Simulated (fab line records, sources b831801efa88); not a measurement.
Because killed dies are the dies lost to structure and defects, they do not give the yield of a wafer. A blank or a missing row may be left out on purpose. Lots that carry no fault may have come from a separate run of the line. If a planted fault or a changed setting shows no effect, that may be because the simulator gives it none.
Matching of chambers	flow gf180mcu	cmp-02 running GF_STI_CMP_25: 4 sister chambers
The step polishes, stops on Si3N4, t overpolish 33 s, target thk 524.6 nm. 14 wafers are shown with their chamber, then 7 later ones without.

EACH WAFER AND ITS CHAMBER
wafer	chamber	motor current A (A)	time to endpoint s (s)	overpolish run s (s)
L074.2	2	11.4	122	32.993
L074.4	3	12.4	122	33.011
L074.6	0	13.2	128	32.998
L075.1	2	10.5	120	32.997
L075.3	0	13.2	122	33.012
L075.4	3	12.9	118	32.999
L075.2	1	13.1	121	33.011
L075.5	1	12.7	119	33.005
L075.6	0	13.3	127	32.995
L077.3	3	13.2	117	33.005
L077.5	2	12.0	116	32.996
L077.6	1	13.6	124	32.989
L083.1	2	11.2	114	33.004
L083.3	1	14.2	116	33.000

SIGNATURES (means of the wafers above)
reading	chamber 0	chamber 1	chamber 2	chamber 3	scatter within a chamber
motor current A	13.233	13.400	11.275	12.833	0.524
time to endpoint s	125.67	120.00	118.00	119.00	3.3
overpolish run s	33.00167	33.00125	32.99750	33.00500	0.0075
Rule: a wafer's distance from a chamber is the root of the sum, over the readings, of the square of ((its reading less the chamber's mean) divided by the reading's scatter). If the next closest chamber is less than 2 further off than the closest, the wafer can't be placed; otherwise it belongs to the closest. The scatter: the root of (the sum of the squares of (reading less its chamber's mean) over the shown wafers, divided by (wafers less chambers)).

WAFERS WITHOUT THEIR CHAMBER
wafer	motor current A (A)	time to endpoint s (s)	overpolish run s (s)
L083.6	11.4	115	33.004
L095.3	12.7	122	33.004
L095.5	12.4	115	32.986
L095.6	12.0	114	32.998
L096.1	11.0	116	32.992
L096.3	13.8	123	33.006
L096.6	12.5	114	33.000

EACH ONE'S CHAMBER
wafer	from the rows above	in truth
L083.6	can't be placed: 2 or 3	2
L095.3	can't be placed: 3 or 1 or 0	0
L095.5	can't be placed: 2 or 3 or 1 or 0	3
L095.6	can't be placed: 2 or 3 or 1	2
L096.1	2	2
L096.3	can't be placed: 1 or 0 or 3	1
L096.6	can't be placed: 3 or 1 or 2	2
Correctly placed: 1 of 7. Cannot be placed on the basis of these rows: 6; the candidates contain the true chamber in 6. Number placed wrongly: 0.
